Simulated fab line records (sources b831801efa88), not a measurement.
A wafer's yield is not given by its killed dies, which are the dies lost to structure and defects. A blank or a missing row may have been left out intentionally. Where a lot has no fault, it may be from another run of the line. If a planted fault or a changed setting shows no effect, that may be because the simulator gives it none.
A lot that was struck, set against a sound lot || flow sky130 || 17 out of 708 route steps
Sound: these wafers, L408.1, L408.2, L408.6. The struck wafers were L421.1, L421.4, L421.6. At the end, the cause is stated.
Order at every step that has rows: each side's tool, ch and its chambers, its first start. Under that, the readings that differ: sound wafers || struck wafers || difference of the means || sigmas: that difference in standard deviations of wafers without a fault.
alike: a reading whose means differ by less than 2 such deviations, as well as words and numbers matching on both sides. not compared: withheld readings; readings where some wafer has no value; bounds like >300 that might hide an equal value; numbers whose values overlap and for which the record gives no deviation.
The two part at a step that has a row with sigmas, a row that says differs or no value, or rows on one side only. Non-overlapping numbers with no deviation appear without sigmas and do not part them. A reading that every wafer of one side lacks parts them only if that side has two wafers or more.

first, 5 steps without rows for these wafers: SKY_SD_N_COAT_02 (resist thk 1140 nm); SKY_SD_N_SOFTBAKE_03 (time 60 s); SKY_SD_N_EXPOSE_04 (exposes mask NSDM, target cd 380 nm); SKY_SD_N_PEB_05; SKY_SD_N_DEVELOP_06 (develop time 60 s).
SKY_SD_N_CD_MEAS_07 targets a cd of 380 nm.
  sound on cd-sem-02 at day 27 14:31; struck on cd-sem-02 at day 32 06:33
  alike: cd-nm
SKY_SD_N_OVL_MEAS_08:
  sound on overlay-02 at day 27 14:38; struck on overlay-01 at day 32 06:40
  alike: SD_N_OVL
then, 2 steps without rows for these wafers: SKY_SD_N_IMPLANT_09; SKY_SD_N_IMPLANT_10.
SKY_SD_N_STRIP_11: strips in O2/N2.
  sound on plasma-asher-04 ch 0,1, day 27 14:58; struck on plasma-asher-04 ch 1, day 32 07:01
  alike: chamber-pressure-mTorr, drypump-motor-current-A, oes-product-au, strip-time-to-endpoint-s
  not compared: rf-hours-counter-h
SKY_SD_N_TW_MEAS_12:
  sound on film-metro-01 at day 27 15:04; struck on film-metro-02 at day 32 07:07
{"reading": "SD_N_TW", "sound": "4012 4007 4017", "struck": "3910 3922 3931", "difference": -91, "sigmas": -3}
then, 1 step without rows for these wafers: SKY_SD_N_CLEAN_13 (cleans in SC1/SC2, time 150 s).
SKY_SD_N_RTA_14: time 2 s.
  sound on rtp-anneal-02 ch 0, day 27 15:11; struck on rtp-anneal-01 ch 0, day 32 07:13
{"reading": "lamp-power-pct (%)", "sound": "15.77 15.68 15.63", "struck": "16.07 15.97 16.04", "difference": "+0.33", "sigmas": "+6"}
{"reading": "wafer_temp_C_max", "sound": "1077.3 1078.2 1077.1", "struck": "1094.5 1093.2 1093.5", "difference": "+16.2", "sigmas": "+14"}
SKY_SD_N_RS_MEAS_16: a four-point-probe measurement.
  sound on film-metro-03 at day 27 15:21; struck on film-metro-01 at day 32 07:45
{"reading": "SD_N_RS (ohm/sq)", "sound": "68.60 68.78 68.68", "struck": "65.61 65.59 65.83", "difference": -3.01, "sigmas": -25}
  not compared: hold
SKY_SD_N_RS_MEAS_17: a four-point-probe measurement.
  sound on film-metro-03 at day 27 15:28; struck on film-metro-01 at day 32 10:16
{"reading": "SD_P_RS (ohm/sq)", "sound": "146.3 147.4 147.4", "struck": "133.6 133.2 133.9", "difference": -13.5, "sigmas": -41}
  not compared: hold
SKY_SD_N_RS_MEAS_18: a four-point-probe measurement.
  sound on film-metro-03 at day 27 15:35; struck on film-metro-01 at day 32 13:13
{"reading": "hold", "sound": "- - -", "struck": "await-dispo/2.8h/release await-dispo/2.8h/release await-dispo/2.8h/release", "difference": "no value on the sound wafers", "sigmas": ""}
  alike: RES_XHIGH_RS
-- a jump in the record: the struck wafers' starts before and after are 16 days apart (it breaks off in module SD_N and resumes in module PAD_OPEN, where the first step shown is number 708 of the route) --
SKY_PAD_OPEN_PROBE_99:
  sound on prober-02 at day 45 15:35; struck on prober-01 at day 48 21:49
{"reading": "model.etest.res-xhigh-po.line-ohm-um", "sound": "5312 5449 5940", "struck": "4834 4762 4934", "difference": -724, "sigmas": ""}
{"reading": "model.etest.res-xhigh-po.rs-ohm-sq", "sound": "1906 1916 2057", "struck": "1666 1689 1692", "difference": -277, "sigmas": ""}
{"reading": "model.etest.pfet_01v8.r-on-ohm-um", "sound": "2962 2945 2965", "struck": "2750 2743 2698", "difference": -227, "sigmas": ""}
{"reading": "model.etest.res-pdiff.line-ohm-um", "sound": "1288 1352 1352", "struck": "1263 1216 1261", "difference": -84, "sigmas": ""}
{"reading": "model.etest.res-high-po.line-ohm-um", "sound": "705.1 718.6 753.8", "struck": "668.4 656.4 675.6", "difference": -59.0, "sigmas": ""}
{"reading": "model.etest.licon-high-po.rc-ohm", "sound": "334.3 334.2 364.7", "struck": "283.8 285.8 288.4", "difference": -58.4, "sigmas": ""}
{"reading": "model.etest.res-high-po.rs-ohm-sq", "sound": "252.7 250 264.4", "struck": "230.4 231.8 234.1", "difference": -23.6, "sigmas": ""}
  alike: killed_at_M0_to_M3, killed_at_M4_up, killed-at-contacts, killed-at-front-end, killed-at-other, killed-dies, killed-open, killed-short
  not compared: model.etest.res-ndiff.line-ohm-um

== WHERE THEY PART ==
Last at SKY_SD_N_RS_MEAS_18 as far as this record goes, first at SKY_SD_N_TW_MEAS_12. Later steps at which nothing parts them and some readings are alike: SKY_PAD_OPEN_PROBE_99.

WHY: what had been put in by the simulator
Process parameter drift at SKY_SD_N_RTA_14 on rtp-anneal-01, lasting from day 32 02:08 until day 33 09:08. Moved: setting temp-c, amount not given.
